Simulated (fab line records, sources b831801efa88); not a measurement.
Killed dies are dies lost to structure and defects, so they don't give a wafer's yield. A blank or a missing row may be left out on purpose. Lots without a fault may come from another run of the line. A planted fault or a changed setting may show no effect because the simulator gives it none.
Which tool did it? | flow sky130 | 15 lots, 45 wafers sampled, at 3 steps of a route of 708

WHAT THE GAUGES READ, wafer by wafer
SKY_VIA2_CD_MEAS_12: target cd 200 nm. Usual: cd_nm 199.9 nm, standard deviation 1.2.
lot  | measured     | on        | cd_nm (nm)        | flag
L132 | day 37 00:31 | cd_sem-02 | 199.2 200.6 200.7 |
L133 | day 37 06:40 | cd_sem-01 | 201.6 199.8 200.2 |
L134 | day 38 05:35 | cd_sem-02 | 198.4 198.5 198.3 |
L136 | day 38 14:18 | cd_sem-02 | 200.7 200.2 200.4 |
L137 | day 39 10:51 | cd_sem-02 | 198.9 199.9 201.6 |
L140 | day 39 17:29 | cd_sem-02 | 200.2 198.8 201.0 |
L141 | day 40 01:33 | cd_sem-01 | 198.6 198.5 199.0 |
L142 | day 40 16:28 | cd_sem-02 | 201.6 202.4 202.4 |
L143 | day 41 11:30 | cd_sem-02 | 198.9 198.2 200.8 |
L146 | day 41 17:40 | cd_sem-02 | 199.7 200.3 201.2 |
L147 | day 41 17:59 | cd_sem-02 | 199.0 199.5 198.6 |
L148 | day 41 21:00 | cd_sem-02 | 200.5 200.6 199.6 |
L149 | day 42 03:02 | cd_sem-01 | 201.3 201.1 200.1 |
L150 | day 42 03:28 | cd_sem-01 | 198.9 198.5 198.8 |
L152 | day 43 02:31 | cd_sem-02 | 201.8 201.4 201.8 |

SKY_METAL3_OVL_MEAS_14. Usual: METAL3_OVL 1 nm, standard deviation 4.5.
lot  | measured     | on         | METAL3_OVL (nm) | flag
L132 | day 39 04:47 | overlay-02 | -3 -5 4         |
L133 | day 39 11:35 | overlay-02 | 6 1 3           |
L134 | day 40 08:18 | overlay-01 | -3 0 -2         |
L136 | day 40 17:50 | overlay-02 | 3 8 6           |
L137 | day 41 14:17 | overlay-02 | 0 -3 2          |
L140 | day 41 20:25 | overlay-01 | 6 2 0           |
L141 | day 42 04:07 | overlay-02 | -4 2 -4         |
L142 | day 42 18:35 | overlay-02 | 2 -2 -3         |
L143 | day 43 10:56 | overlay-01 | -3 -5 -2        |
L146 | day 43 18:13 | overlay-02 | 0 -1 -1         |
L147 | day 43 18:40 | overlay-01 | 1 -5 2          |
L148 | day 43 21:18 | overlay-01 | 3 4 -3          |
L149 | day 44 03:16 | overlay-01 | 1 6 4           |
L150 | day 44 04:22 | overlay-02 | 1 -5 4          |
L152 | day 45 02:20 | overlay-01 | -6 -6 1         |

SKY_CAP2M_OVL_MEAS_12. Usual: CAP2M_OVL -0.6 nm, standard deviation 1.5.
lot  | measured     | on         | CAP2M_OVL (nm) | flag
L132 | day 41 08:13 | overlay-01 | -0.1 -1.0 1.1  |
L133 | day 41 17:47 | overlay-01 | -2.1 -0.9 -3.4 |
L134 | day 42 10:17 | overlay-01 | -1.1 -1.1 -0.2 |
L136 | day 42 20:38 | overlay-02 | -1.7 -3.1 -1.9 |
L137 | day 43 15:53 | overlay-01 | 0.7 0.3 -1.4   |
L140 | day 43 21:29 | overlay-02 | -1.7 -1.1 -2.0 |
L141 | day 44 05:34 | overlay-01 | 1.1 1.8 1.0    |
L142 | day 44 18:47 | overlay-01 | -0.8 -1.3 -0.2 |
L143 | day 45 09:35 | overlay-02 | 1.2 -0.3 1.3   |
L146 | day 45 16:37 | overlay-02 | -0.7 -1.3 0.4  |
L147 | day 45 17:12 | overlay-01 | -1.0 0.4 -1.8  |
L148 | day 45 19:46 | overlay-01 | 1.5 0.2 -0.3   |
L149 | day 46 01:45 | overlay-01 | -1.4 -1.7 -1.0 |
L150 | day 46 02:23 | overlay-02 | -0.9 -1.5 -1.0 |
L152 | day 46 23:28 | overlay-01 | 1.7 1.4 1.1    |

WHICH TOOL RAN EACH LOT (tool, then ch and the chambers of the sampled wafers, then the start)
The record holds no process step before these readings.

WHAT THE TOOLS THEMSELVES READ (means of the sampled wafers that have a number; where no wafer has one, the mark that the record gives instead)
The record holds no such reading with a usual standard deviation.

THE ANSWER, worked out from the rows above alone
Rule: a lot is off if the mean of its wafers that have a number lies more than 3 standard deviations from the usual mean. A lot without any number at a reading at which 4 lots or more have one is off too. The other lots that the step has rows for count as sound. The gauges are gone through in route order, then the tools' own readings, and for those a lot's mean is taken as printed above. The first step at which some lot is off is used, and at that step the reading that is off furthest; a lot without a number counts as furthest.
No lot is off at any reading shown: from this, nothing can be told.

WHAT THE SIMULATOR HAD PUT IN
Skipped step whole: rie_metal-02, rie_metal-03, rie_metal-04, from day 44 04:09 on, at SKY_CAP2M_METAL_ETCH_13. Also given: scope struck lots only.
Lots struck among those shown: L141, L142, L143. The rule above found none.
